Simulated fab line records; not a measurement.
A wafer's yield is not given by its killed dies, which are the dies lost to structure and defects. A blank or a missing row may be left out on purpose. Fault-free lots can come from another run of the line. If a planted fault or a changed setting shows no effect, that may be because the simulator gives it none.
What tool caused it? + flow gf180mcu + 6 lots (18 wafers sampled), 1 step of a 602-step route

== WHAT THE GAUGES SHOWED, per wafer ==
GF_V3_THK_MEAS_03.
| lot  | measured     | on           | V3_CVD_02_THK (nm) |
|------|--------------|--------------|--------------------|
| L321 | day 21 23:22 | filmMetro-03 | 843 849 853        |
| L325 | day 23 16:27 | filmMetro-04 | 833 850 853        |
| L328 | day 24 15:53 | filmMetro-04 | 857 869 869        |
| L335 | day 26 23:59 | filmMetro-03 | 831 848 844        |
| L338 | day 27 18:01 | filmMetro-04 | 848 859 850        |
| L341 | day 28 10:49 | filmMetro-02 | 855 844 857        |

== TOOL THAT RAN EACH LOT (tool first, then ch and the chambers of the sampled wafers, then the start) ==
No process step before these readings appears in the record.

== THE ANSWER, worked out from the rows above alone ==
Rule: the lots themselves supply what counts as usual. The widest of any qualifying gaps counts: lots, ordered by their means at a reading, are off when they make up no more than a third of the lots, leave a main group of 4 or more, and stand apart from it by 3 or more times the standard deviation of that group's means. A main group whose means are all the same, to the digits that the tables above print for the reading, isn't used. Also off: a lot with no number at a reading for which 4 or more lots have one. Where the step has rows for the other lots, those lots are counted as sound.
No lot is off on any of the readings shown, so nothing can be concluded from this.

== WHAT THE SIMULATOR HAD PUT IN ==
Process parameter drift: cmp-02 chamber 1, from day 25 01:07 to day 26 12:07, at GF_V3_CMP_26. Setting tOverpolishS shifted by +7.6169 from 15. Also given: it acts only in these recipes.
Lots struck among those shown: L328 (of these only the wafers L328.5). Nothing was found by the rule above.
